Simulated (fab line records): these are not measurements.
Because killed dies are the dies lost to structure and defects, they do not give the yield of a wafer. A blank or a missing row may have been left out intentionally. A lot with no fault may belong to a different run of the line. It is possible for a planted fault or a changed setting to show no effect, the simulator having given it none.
A single fault, viewed from 2 desks -- flow gf180mcu -- only its own numbers are on each desk; what lay behind them is given at the end

== THE METROLOGY DESK ==
Means of the sampled wafers that have a number, per lot and without regard to the tool the lot ran on: this is what the gauges read. The brackets show how far a lot's mean lies from the usual mean; more than 4 standard deviations puts the lot out of limits, marked OUT.
Columns: A = STI_OXIDATION_THK at GF_STI_THK_MEAS_02, usual 9.99 nm; B = STI_CVD_03_THK at GF_STI_THK_MEAS_04, usual 206.7 nm; C = cd_nm at GF_STI_CD_MEAS_12, usual 220.2 nm
lot,first seen here,A,B,C
L696,day 2 22:45,9.79,206.7,221.3
L700,day 3 19:47,10.07,209.4,219.6
L707,day 5 05:31,10.02,209.0,221.1
L708,day 5 10:32,9.80,206.5,219.9
L709,day 5 15:31,10.36,206.9,218.7
L711,day 6 01:59,10.01,205.4,219.6
L712,day 6 07:08,9.97,206.8,220.5
Result from this desk: across the 7 lots, nothing is out of limits.

== FOR THE TOOL OWNER'S DESK: rie_si-01 ==
The tool's own readings at GF_STI_ETCH_14 (etches Si in HBr/Cl2/O2, target depth 360 nm, time 102.9 s): means of the sampled wafers that have a number, for each lot that ran on this tool. The brackets show how far a lot's mean lies from the usual mean; more than 4 standard deviations puts the lot out of limits, marked OUT.
Columns: A = drypump_motor_current_A at GF_STI_ETCH_14, usual 5.5 A; B = oes_product_au at GF_STI_ETCH_14, usual 0.998 a.u.; C = run_length_s at GF_STI_ETCH_14, usual 131.4 s; D = throttle_valve_pct at GF_STI_ETCH_14, usual 25.659 %
lot,first seen here,A,B,C,D
L700,day 4 10:52,5.6,0.989,131.3,25.674
L707,day 5 22:10,5.2,0.994,128.5 (-6.9) OUT,25.666
L708,day 6 03:27,6.0,0.994,129.6 (-4.3) OUT,25.668
L709,day 6 08:36,5.4,0.999,125.8 (-13) OUT,25.651
This desk's finding: out of limits on L707, L708, L709; first on L707, day 5 22:10 (run_length_s at GF_STI_ETCH_14). L700: within limits.

== TAKEN TOGETHER ==
On L707, L708, L709, at day 5 22:10, an alarm was possible from the tool owner's desk.
Nothing out of limits was seen by the metrology desk.
The metrology desk holds a record of L707, L708, L709, inside its limits.
On rie_si-01, each named lot ran GF_STI_ETCH_14.

== WHAT WAS PUT IN BY THE SIMULATOR ==
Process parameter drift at GF_STI_ETCH_14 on rie_si-01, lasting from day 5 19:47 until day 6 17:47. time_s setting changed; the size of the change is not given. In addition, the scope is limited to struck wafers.
Struck lots among those shown: L707, L708, L709.
Time in hours from fault onset to the first out-of-limits reading at each desk: the tool owner's desk, 2.
